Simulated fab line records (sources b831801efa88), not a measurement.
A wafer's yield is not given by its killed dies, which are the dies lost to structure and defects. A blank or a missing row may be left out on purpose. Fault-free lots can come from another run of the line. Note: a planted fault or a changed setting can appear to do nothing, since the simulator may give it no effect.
fab line records :: flow gf180mcu
[record]
  lots = 6
  wafers = 18
  lastDay = 33
route steps=602 shown LVPWELL@60 MVSD@66
lots that met no fault: taken from a fault-free run of the same line
startH: hours from the record's first day to the start of the lot's first wafer shown :: waitH: how many hours have passed since the lot's step before this one :: " unchanged from the row above :: L1.1+2: a single row standing in for several wafers :: - no value present, or no start provided :: * or withheld: withheld :: < > ~ a bound
route shown NAME@n: NAME is a module with steps in the file, n the number in the route of the first one :: usual: mean/standard deviation of fault-free wafers :: same: alike in all rows :: chamber/n: place in a boat :: sites: readings site by site :: _std_site: the standard deviation of these :: _edge_site: mean of outer sites minus mean of inner sites :: radiusMm: for every site, how far away it sits from the centre of the wafer :: mask NAME#n: copy n :: behind: the last tool/chamber to shape the wafer :: hold: the reason the lot was held/the length of the hold in hours/how it ended :: device: whichever transistor did not switch (one of n, p or np) :: end of line: at the end of the route, the tests of the same wafers :: a step given without rows: its recipe and nothing more :: killed: dies lost to structure and defects at the first sort, not the wafer's yield :: map: a wafer's dies, marking killed ones x, the rest . and places with no die _
set.NAME: the setting the step ran with; set.NAME@STEP: the setting that earlier step ran with :: model.NAME: the simulator's own value behind a step, which no gauge read
lots at selected steps of the route; one table per step, one row per wafer
services: when a tool's chamber went out of use (startH, in hours from the record's first day, below 0 if earlier), for how many hours, and the reason
[[steps]]
[step GF_LVPWELL_DEVELOP_06]
[recipe]
  wallAngleDeg = 90
  developTimeS = 60
  devTempC = 23
[step GF_LVPWELL_OVL_MEAS_07]
[usual]
  LVPWELL_OVL = -1.3/1.3
lot.wafer: L317.1
tool: overlay-01
chamber: -
startH: 108.12
waitH: -
LVPWELL_OVL[nm]: -3.3

lot.wafer: L317.2
tool: overlay-01
chamber: -
startH: 108.12
waitH: -
LVPWELL_OVL[nm]: -1.9

lot.wafer: L317.5
tool: overlay-01
chamber: -
startH: 108.12
waitH: -
LVPWELL_OVL[nm]: -3.0

lot.wafer: L319.2
tool: overlay-02
chamber: -
startH: 118.59
waitH: -
LVPWELL_OVL[nm]: -3.8

lot.wafer: L319.4
tool: overlay-02
chamber: -
startH: 118.59
waitH: -
LVPWELL_OVL[nm]: -3.0

lot.wafer: L319.6
tool: overlay-02
chamber: -
startH: 118.59
waitH: -
LVPWELL_OVL[nm]: -3.7

lot.wafer: L320.1
tool: overlay-02
chamber: -
startH: 124.22
waitH: -
LVPWELL_OVL[nm]: -0.3

lot.wafer: L320.2
tool: overlay-02
chamber: -
startH: 124.22
waitH: -
LVPWELL_OVL[nm]: -3.5

lot.wafer: L320.4
tool: overlay-02
chamber: -
startH: 124.22
waitH: -
LVPWELL_OVL[nm]: -1.3

lot.wafer: L326.4
tool: overlay-02
chamber: -
startH: 159.19
waitH: -
LVPWELL_OVL[nm]: 0.9

lot.wafer: L326.5
tool: overlay-02
chamber: -
startH: 159.19
waitH: -
LVPWELL_OVL[nm]: -0.3

lot.wafer: L326.6
tool: overlay-02
chamber: -
startH: 159.19
waitH: -
LVPWELL_OVL[nm]: -0.3

lot.wafer: L327.1
tool: overlay-01
chamber: -
startH: 164.07
waitH: -
LVPWELL_OVL[nm]: -2.1

lot.wafer: L327.2
tool: overlay-01
chamber: -
startH: 164.07
waitH: -
LVPWELL_OVL[nm]: 0.5

lot.wafer: L327.5
tool: overlay-01
chamber: -
startH: 164.07
waitH: -
LVPWELL_OVL[nm]: -0.3

lot.wafer: L329.1
tool: overlay-01
chamber: -
startH: 175.62
waitH: -
LVPWELL_OVL[nm]: 0.3

lot.wafer: L329.3
tool: overlay-01
chamber: -
startH: 175.62
waitH: -
LVPWELL_OVL[nm]: -0.6

lot.wafer: L329.4
tool: overlay-01
chamber: -
startH: 175.62
waitH: -
LVPWELL_OVL[nm]: 1.2
[step GF_LVPWELL_IMPLANT_08]
[recipe]
  species = B
  energyKev = 170
  doseCm2 = 1.5e+13
  tiltDeg = 0
[step GF_LVPWELL_IMPLANT_09]
[recipe]
  species = B
  energyKev = 60
  doseCm2 = 5e+12
  tiltDeg = 0
[step GF_LVPWELL_STRIP_10]
[recipe]
  chemistry = O2/N2
  powerW = 1400
  pressureMtorr = 1500
  platenTempC = 250
  o2FlowSccm = 3000
  n2FlowSccm = 300
  overashFraction = 0.5
[usual]
  chamberPressureMTorr = 1500.3/1.4
  drypumpMotorCurrentA = 5.5/0.61
  heaterPowerW = 343/43
  oesProductAu = 0.723/0.0047
  stripTimeToEndpointS = 37.01/0.09
lot.wafer: L317.1
tool: plasmaAsher-02
chamber: 0
startH: 108.45
waitH: 0.1
chamberPressureMTorr: 1499.2
drypumpMotorCurrentA: 6.3
heaterPowerW: 343
oesProductAu: 0.719
rfHoursCounterH: 47
stripTimeToEndpointS: 37.02

lot.wafer: L317.2
tool: plasmaAsher-02
chamber: 1
startH: 108.45
waitH: 0.1
chamberPressureMTorr: 1500.6
drypumpMotorCurrentA: 5.8
heaterPowerW: 314
oesProductAu: 0.724
rfHoursCounterH: 47
stripTimeToEndpointS: 36.99

lot.wafer: L317.5
tool: plasmaAsher-02
chamber: 1
startH: 108.45
waitH: 0.1
chamberPressureMTorr: 1499.9
drypumpMotorCurrentA: 5.9
heaterPowerW: 319
oesProductAu: 0.718
rfHoursCounterH: -
stripTimeToEndpointS: 37.06

lot.wafer: L319.2
tool: plasmaAsher-02
chamber: 1
startH: 118.92
waitH: 0.1
chamberPressureMTorr: 1501.4
drypumpMotorCurrentA: 5.9
heaterPowerW: 327
oesProductAu: 0.725
rfHoursCounterH: 0
stripTimeToEndpointS: 37.10

lot.wafer: L319.4
tool: plasmaAsher-02
chamber: 1
startH: 118.92
waitH: 0.1
chamberPressureMTorr: 1500.9
drypumpMotorCurrentA: 5.9
heaterPowerW: 324
oesProductAu: 0.719
rfHoursCounterH: -
stripTimeToEndpointS: 37.08

lot.wafer: L319.6
tool: plasmaAsher-02
chamber: 1
startH: 118.92
waitH: 0.1
chamberPressureMTorr: 1502.9
drypumpMotorCurrentA: 5.9
heaterPowerW: 315
oesProductAu: 0.729
rfHoursCounterH: -
stripTimeToEndpointS: 37.03

lot.wafer: L320.1
tool: plasmaAsher-02
chamber: 1
startH: 124.56
waitH: 0.1
chamberPressureMTorr: 1500.2
drypumpMotorCurrentA: 5.9
heaterPowerW: 327
oesProductAu: 0.727
rfHoursCounterH: 1
stripTimeToEndpointS: 37.10

lot.wafer: L320.2
tool: plasmaAsher-02
chamber: 0
startH: 124.56
waitH: 0.1
chamberPressureMTorr: 1500.1
drypumpMotorCurrentA: 6.4
heaterPowerW: 324
oesProductAu: 0.720
rfHoursCounterH: 1
stripTimeToEndpointS: 37.16

lot.wafer: L320.4
tool: plasmaAsher-02
chamber: 0
startH: 124.56
waitH: 0.1
chamberPressureMTorr: 1499.0
drypumpMotorCurrentA: 6.3
heaterPowerW: 326
oesProductAu: 0.714
rfHoursCounterH: -
stripTimeToEndpointS: 37.12

lot.wafer: L326.4
tool: plasmaAsher-04
chamber: 1
startH: 159.54
waitH: 0.1
chamberPressureMTorr: 1499.2
drypumpMotorCurrentA: 5.7
heaterPowerW: 421
oesProductAu: 0.723
rfHoursCounterH: -
stripTimeToEndpointS: 37.11

lot.wafer: L326.5
tool: plasmaAsher-04
chamber: 1
startH: 159.54
waitH: 0.1
chamberPressureMTorr: 1497.7
drypumpMotorCurrentA: 5.7
heaterPowerW: 422
oesProductAu: 0.723
rfHoursCounterH: -
stripTimeToEndpointS: 36.93

lot.wafer: L326.6
tool: plasmaAsher-04
chamber: 0
startH: 159.54
waitH: 0.1
chamberPressureMTorr: 1498.4
drypumpMotorCurrentA: 4.6
heaterPowerW: 313
oesProductAu: 0.715
rfHoursCounterH: -
stripTimeToEndpointS: 37.05

lot.wafer: L327.1
tool: plasmaAsher-04
chamber: 1
startH: 164.41
waitH: 0.1
chamberPressureMTorr: 1500.3
drypumpMotorCurrentA: 5.7
heaterPowerW: 405
oesProductAu: 0.730
rfHoursCounterH: 56
stripTimeToEndpointS: 37.09

lot.wafer: L327.2
tool: plasmaAsher-04
chamber: 0
startH: 164.41
waitH: 0.1
chamberPressureMTorr: 1500.0
drypumpMotorCurrentA: 4.6
heaterPowerW: 311
oesProductAu: 0.721
rfHoursCounterH: 56
stripTimeToEndpointS: 37.04

lot.wafer: L327.5
tool: plasmaAsher-04
chamber: 1
startH: 164.41
waitH: 0.1
chamberPressureMTorr: 1499.2
drypumpMotorCurrentA: 5.7
heaterPowerW: 412
oesProductAu: 0.729
rfHoursCounterH: -
stripTimeToEndpointS: 37.13

lot.wafer: L329.1
tool: plasmaAsher-04
chamber: 1
startH: 175.95
waitH: 0.1
chamberPressureMTorr: 1499.0
drypumpMotorCurrentA: 5.6
heaterPowerW: 424
oesProductAu: 0.718
rfHoursCounterH: 57
stripTimeToEndpointS: 36.91

lot.wafer: L329.3
tool: plasmaAsher-04
chamber: 1
startH: 175.95
waitH: 0.1
chamberPressureMTorr: 1499.5
drypumpMotorCurrentA: 5.6
heaterPowerW: 418
oesProductAu: 0.723
rfHoursCounterH: -
stripTimeToEndpointS: 36.86

lot.wafer: L329.4
tool: plasmaAsher-04
chamber: 0
startH: 175.95
waitH: 0.1
chamberPressureMTorr: 1499.6
drypumpMotorCurrentA: 4.6
heaterPowerW: 313
oesProductAu: 0.716
rfHoursCounterH: -
stripTimeToEndpointS: 36.91
[step GF_LVPWELL_TW_MEAS_11]
[usual]
  LVPWELL_TW = 561/3.8
lot.wafer: L317.1
tool: filmMetro-04
chamber: -
startH: 108.55
waitH: 0.1
LVPWELL_TW: 554

lot.wafer: L317.2
tool: filmMetro-04
chamber: -
startH: 108.55
waitH: 0.1
LVPWELL_TW: 559

lot.wafer: L317.5
tool: filmMetro-04
chamber: -
startH: 108.55
waitH: 0.1
LVPWELL_TW: 558

lot.wafer: L319.2
tool: filmMetro-02
chamber: -
startH: 119.03
waitH: 0.1
LVPWELL_TW: 563

lot.wafer: L319.4
tool: filmMetro-02
chamber: -
startH: 119.03
waitH: 0.1
LVPWELL_TW: 566

lot.wafer: L319.6
tool: filmMetro-02
chamber: -
startH: 119.03
waitH: 0.1
LVPWELL_TW: 567

lot.wafer: L320.1
tool: filmMetro-04
chamber: -
startH: 124.66
waitH: 0.1
LVPWELL_TW: 555

lot.wafer: L320.2
tool: filmMetro-04
chamber: -
startH: 124.66
waitH: 0.1
LVPWELL_TW: 555

lot.wafer: L320.4
tool: filmMetro-04
chamber: -
startH: 124.66
waitH: 0.1
LVPWELL_TW: 557

lot.wafer: L326.4
tool: filmMetro-04
chamber: -
startH: 159.64
waitH: 0.1
LVPWELL_TW: 555

lot.wafer: L326.5
tool: filmMetro-04
chamber: -
startH: 159.64
waitH: 0.1
LVPWELL_TW: 559

lot.wafer: L326.6
tool: filmMetro-04
chamber: -
startH: 159.64
waitH: 0.1
LVPWELL_TW: 556

lot.wafer: L327.1
tool: filmMetro-04
chamber: -
startH: 164.51
waitH: 0.1
LVPWELL_TW: 559

lot.wafer: L327.2
tool: filmMetro-04
chamber: -
startH: 164.51
waitH: 0.1
LVPWELL_TW: 559

lot.wafer: L327.5
tool: filmMetro-04
chamber: -
startH: 164.51
waitH: 0.1
LVPWELL_TW: 557

lot.wafer: L329.1
tool: filmMetro-01
chamber: -
startH: 176.05
waitH: 0.1
LVPWELL_TW: 564

lot.wafer: L329.3
tool: filmMetro-01
chamber: -
startH: 176.05
waitH: 0.1
LVPWELL_TW: 561

lot.wafer: L329.4
tool: filmMetro-01
chamber: -
startH: 176.05
waitH: 0.1
LVPWELL_TW: 564
[step GF_MVSD_DEHYDRATE_00]
[recipe]
  tempC = 200
  timeS = 60
[step GF_MVSD_HMDS_01]
[recipe]
  primeTimeS = 60
  primeTempC = 120
[step GF_MVSD_COAT_02]
[recipe]
  spinRpm = 2000
  resistThkNm = 3000
[step GF_MVSD_SOFTBAKE_03]
[recipe]
  tempC = 110
  timeS = withheld
[step GF_MVSD_EXPOSE_04]
[recipe]
  maskId = MVSD
  targetCdNm = 1000
  na = 0.6
  sourceShape = conventional
  sigmaOuter = 0.6
  doseMj = 260
[step GF_MVSD_PEB_05]
[recipe]
  tempC = 115
  timeS = withheld
[step GF_MVSD_DEVELOP_06]
[recipe]
  wallAngleDeg = 90
  developTimeS = 61.22
  devTempC = 23
[usual]
  chillPlateTempC = 23.00/0.12
  developTimeS = 61.22/0
lot.wafer: L317.1
tool: lithoTrack-03
chamber: 0
startH: 122
waitH: -
chillPlateTempC: 22.78
developTimeS: 61.22

lot.wafer: L317.2
tool: lithoTrack-03
chamber: 0
startH: 122
waitH: -
chillPlateTempC: 22.96
developTimeS: 61.22

lot.wafer: L317.5
tool: lithoTrack-03
chamber: 0
startH: 122
waitH: -
chillPlateTempC: 23.04
developTimeS: 61.22

lot.wafer: L319.2
tool: lithoTrack-04
chamber: -
startH: 133
waitH: -
chillPlateTempC: -
developTimeS: -

lot.wafer: L319.4
tool: lithoTrack-04
chamber: -
startH: 133
waitH: -
chillPlateTempC: -
developTimeS: -

lot.wafer: L319.6
tool: lithoTrack-04
chamber: -
startH: 133
waitH: -
chillPlateTempC: -
developTimeS: -

lot.wafer: L320.1
tool: lithoTrack-02
chamber: -
startH: 139
waitH: -
chillPlateTempC: -
developTimeS: -

lot.wafer: L320.2
tool: lithoTrack-02
chamber: -
startH: 139
waitH: -
chillPlateTempC: -
developTimeS: -

lot.wafer: L320.4
tool: lithoTrack-02
chamber: -
startH: 139
waitH: -
chillPlateTempC: -
developTimeS: -

lot.wafer: L326.4
tool: lithoTrack-03
chamber: 0
startH: 175
waitH: -
chillPlateTempC: 22.99
developTimeS: 61.22

lot.wafer: L326.5
tool: lithoTrack-03
chamber: 0
startH: 175
waitH: -
chillPlateTempC: 23.00
developTimeS: 61.22

lot.wafer: L326.6
tool: lithoTrack-03
chamber: 0
startH: 175
waitH: -
chillPlateTempC: 22.95
developTimeS: 61.22

lot.wafer: L327.1
tool: lithoTrack-04
chamber: 0
startH: 180
waitH: -
chillPlateTempC: 23.24
developTimeS: 61.22

lot.wafer: L327.2
tool: lithoTrack-04
chamber: 0
startH: 180
waitH: -
chillPlateTempC: 23.08
developTimeS: 61.22

lot.wafer: L327.5
tool: lithoTrack-04
chamber: 0
startH: 180
waitH: -
chillPlateTempC: 23.02
developTimeS: 61.22

lot.wafer: L329.1
tool: lithoTrack-02
chamber: 0
startH: 192
waitH: -
chillPlateTempC: 23.10
developTimeS: 61.22

lot.wafer: L329.3
tool: lithoTrack-02
chamber: 0
startH: 192
waitH: -
chillPlateTempC: 22.92
developTimeS: 61.22

lot.wafer: L329.4
tool: lithoTrack-02
chamber: 0
startH: 192
waitH: -
chillPlateTempC: 22.92
developTimeS: 61.22
[step GF_MVSD_OVL_MEAS_07]
[usual]
  MVSD_OVL = -0.7/1.4
lot.wafer: L317.1
tool: overlay-02
chamber: -
startH: 122.37
waitH: -
MVSD_OVL[nm]: 0.0

lot.wafer: L317.2
tool: overlay-02
chamber: -
startH: 122.37
waitH: -
MVSD_OVL[nm]: 0.5

lot.wafer: L317.5
tool: overlay-02
chamber: -
startH: 122.37
waitH: -
MVSD_OVL[nm]: -1.0

lot.wafer: L319.2
tool: overlay-01
chamber: -
startH: 133.94
waitH: -
MVSD_OVL[nm]: -

lot.wafer: L319.4
tool: overlay-01
chamber: -
startH: 133.94
waitH: -
MVSD_OVL[nm]: -

lot.wafer: L319.6
tool: overlay-01
chamber: -
startH: 133.94
waitH: -
MVSD_OVL[nm]: -

lot.wafer: L320.1
tool: overlay-01
chamber: -
startH: 139.53
waitH: -
MVSD_OVL[nm]: -

lot.wafer: L320.2
tool: overlay-01
chamber: -
startH: 139.53
waitH: -
MVSD_OVL[nm]: -

lot.wafer: L320.4
tool: overlay-01
chamber: -
startH: 139.53
waitH: -
MVSD_OVL[nm]: -

lot.wafer: L326.4
tool: overlay-02
chamber: -
startH: 175.79
waitH: -
MVSD_OVL[nm]: -0.7

lot.wafer: L326.5
tool: overlay-02
chamber: -
startH: 175.79
waitH: -
MVSD_OVL[nm]: -0.9

lot.wafer: L326.6
tool: overlay-02
chamber: -
startH: 175.79
waitH: -
MVSD_OVL[nm]: -1.1

lot.wafer: L327.1
tool: overlay-01
chamber: -
startH: 180.74
waitH: -
MVSD_OVL[nm]: 0.6

lot.wafer: L327.2
tool: overlay-01
chamber: -
startH: 180.74
waitH: -
MVSD_OVL[nm]: 0.1

lot.wafer: L327.5
tool: overlay-01
chamber: -
startH: 180.74
waitH: -
MVSD_OVL[nm]: -0.7

lot.wafer: L329.1
tool: overlay-01
chamber: -
startH: 192.63
waitH: -
MVSD_OVL[nm]: -2.0

lot.wafer: L329.3
tool: overlay-01
chamber: -
startH: 192.63
waitH: -
MVSD_OVL[nm]: -2.6

lot.wafer: L329.4
tool: overlay-01
chamber: -
startH: 192.63
waitH: -
MVSD_OVL[nm]: -2.5
[[services]]
tool: plasmaAsher-02
chamber: -
startH: 108.75
hours: 9.0
kind: pm

tool: plasmaAsher-02
chamber: 0
startH: 108.75
hours: 9.0
kind: ventCycle

tool: plasmaAsher-02
chamber: 1
startH: 108.75
hours: 9.0
kind: ventCycle

tool: plasmaAsher-02
chamber: 0
startH: 117.75
hours: -
kind: clean

tool: plasmaAsher-02
chamber: 1
startH: 117.75
hours: -
kind: clean

tool: plasmaAsher-02
chamber: -
startH: 135.41
hours: 7.3
kind: repair

tool: lithoTrack-04
chamber: -
startH: 136.40
hours: -
kind: consumableReplace:filter

tool: plasmaAsher-02
chamber: -
startH: 142.75
hours: 2.8
kind: pm
[[key]]
[firstSign]
  step = GF_MVSD_DEVELOP_06
  reading = toolRecord
  direction = missing
effect none on later readings
metAt GF_MVSD_DEVELOP_06
struckWafers L319.2,L319.4,L319.6,L320.1,L320.2,L320.4
sortLeftOut L319.2,L319.4,L319.6,L320.1,L320.2,L320.4
testerLeftOut L319,L320
[fault]
  kind = skippedStepWhole
  tool = lithoTrack-02,lithoTrack-04
  chamber = -
  onsetH = 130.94
  steps = GF_MVSD_DEVELOP_06
  scope = struckLotsOnly
// testerLeftOut: of these lots the tester's yield and bins aren't shown, on N5 and GAA mostly nor the transistor test; their killed dies are dies lost to structure and defects alone, not to doping, threshold or leakage, so they don't give the yield
// sortLeftOut: the simulated sort isn't trusted on such a fault, so these wafers' sort isn't shown, and their yield isn't known
